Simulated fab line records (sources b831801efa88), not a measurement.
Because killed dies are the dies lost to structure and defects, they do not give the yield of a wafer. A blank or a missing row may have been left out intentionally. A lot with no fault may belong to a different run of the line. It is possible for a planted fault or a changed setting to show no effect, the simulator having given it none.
Which tool was responsible?	flow sky130	12 lots, 36 wafers sampled, at 3 steps of a route of 708

== WHAT THE GAUGES SHOWED, per wafer ==
SKY_RES_PROTECT_TW_MEAS_08.
lot	measured	on	POLY_GATE_TW
L931	day 15 01:19	filmMetro-01	4073 4088 4063
L932	day 15 15:37	filmMetro-04	3989 3984 3994
L933	day 16 04:31	filmMetro-01	4050 4056 4054
L936	day 17 04:31	filmMetro-04	4035 4015 4030
L937	day 17 16:28	filmMetro-04	4047 4037 4032
L946	day 20 20:17	filmMetro-03	3983 3984 3986
L947	day 21 00:25	filmMetro-03	3994 3980 3977
L948	day 21 11:37	filmMetro-01	4049 4055 4047
L950	day 22 02:01	filmMetro-04	4024 4033 4030
L952	day 22 22:44	filmMetro-04	4023 4029 4031
L953	day 23 13:03	filmMetro-01	4034 4030 4046
L954	day 23 23:00	filmMetro-04	4052 4055 4062

SKY_POLY_GATE_CD_MEAS_13: target cd 150 nm.
lot	measured	on	cdNm (nm)
L931	day 16 07:51	cdSem-02	154.5 153.6 153.8
L932	day 16 22:53	cdSem-02	152.0 150.9 150.4
L933	day 17 10:34	cdSem-02	149.4 148.8 147.4
L936	day 18 13:29	cdSem-01	148.8 148.0 147.9
L937	day 19 00:10	cdSem-01	148.7 147.9 148.4
L946	day 22 04:17	cdSem-02	150.7 151.0 152.5
L947	day 22 08:27	cdSem-02	152.4 151.4 151.5
L948	day 22 20:22	cdSem-02	150.3 149.9 150.9
L950	day 23 10:17	cdSem-02	151.8 152.3 152.7
L952	day 24 09:28	cdSem-01	149.2 149.7 150.4
L953	day 24 21:10	cdSem-01	150.5 150.6 150.3
L954	day 25 06:38	cdSem-01	149.9 149.0 150.3

== WHAT TOOL EACH LOT RAN ON (gives the tool, then ch and the chambers of the sampled wafers, and finally the start) ==
lot	SKY_RES_PROTECT_STRIP_07
L931	plasmaAsher-01 ch 0,1, day 15 01:13
L932	plasmaAsher-03 ch 0, day 15 15:30
L933	plasmaAsher-02 ch 0,1, day 16 04:25
L936	plasmaAsher-01 ch 0,1, day 17 04:25
L937	plasmaAsher-03 ch 0,1, day 17 16:22
L946	plasmaAsher-02 ch 0,1, day 20 20:11
L947	plasmaAsher-01 ch 0,1, day 21 00:19
L948	plasmaAsher-03 ch 0,1, day 21 11:31
L950	plasmaAsher-02 ch 0,1, day 22 01:55
L952	plasmaAsher-02 ch 0,1, day 22 22:38
L953	plasmaAsher-01 ch 0, day 23 12:57
L954	plasmaAsher-02 ch 0,1, day 23 22:54
- SKY_RES_PROTECT_STRIP_07: strips in O2/N2.

== AS READ BY THE TOOLS THEMSELVES (means over the sampled wafers that have a number; for cases with no such wafer, the mark the record gives instead) ==
SKY_RES_PROTECT_STRIP_07.
lot	tool	drypumpMotorCurrentA (A)	oesProductAu (a.u.)	stripTimeToEndpointS (s)
L931	plasmaAsher-01	5.6	0.515	23.29
L932	plasmaAsher-03	4.9	0.519	23.29
L933	plasmaAsher-02	5.3	0.521	23.26
L936	plasmaAsher-01	5.6	0.521	23.27
L937	plasmaAsher-03	5.4	0.513	23.26
L946	plasmaAsher-02	5.5	0.519	23.22
L947	plasmaAsher-01	5.7	0.520	23.32
L948	plasmaAsher-03	5.4	0.517	23.26
L950	plasmaAsher-02	5.6	0.524	23.34
L952	plasmaAsher-02	5.3	0.518	23.31
L953	plasmaAsher-01	5.7	0.522	23.33
L954	plasmaAsher-02	5.3	0.521	23.28

== THE ANSWER, worked out from the rows above alone ==
Rule: the lots themselves supply what counts as usual. Put in order of their means at a reading, lots are off if they are a third of the lots or fewer, leave a main group of 4 or more, and stand apart from it by a gap of 3 or more times the standard deviation of the main group's means; of several such gaps the widest counts. The tables above print the reading to a certain number of digits; a main group whose means all agree to those digits is not used. A lot without any number at a reading at which 4 lots or more have one is off too. Any other lot the step has rows for is counted as sound. First the gauges in route order, then the tools' own readings, where a lot's mean is used as printed above. At the first step where some lot is off, the reading lying furthest off is the one used; lots without a number count as furthest.
No lot is off at any reading shown: from this, nothing can be told.

== WHAT HAD BEEN PUT IN BY THE SIMULATOR ==
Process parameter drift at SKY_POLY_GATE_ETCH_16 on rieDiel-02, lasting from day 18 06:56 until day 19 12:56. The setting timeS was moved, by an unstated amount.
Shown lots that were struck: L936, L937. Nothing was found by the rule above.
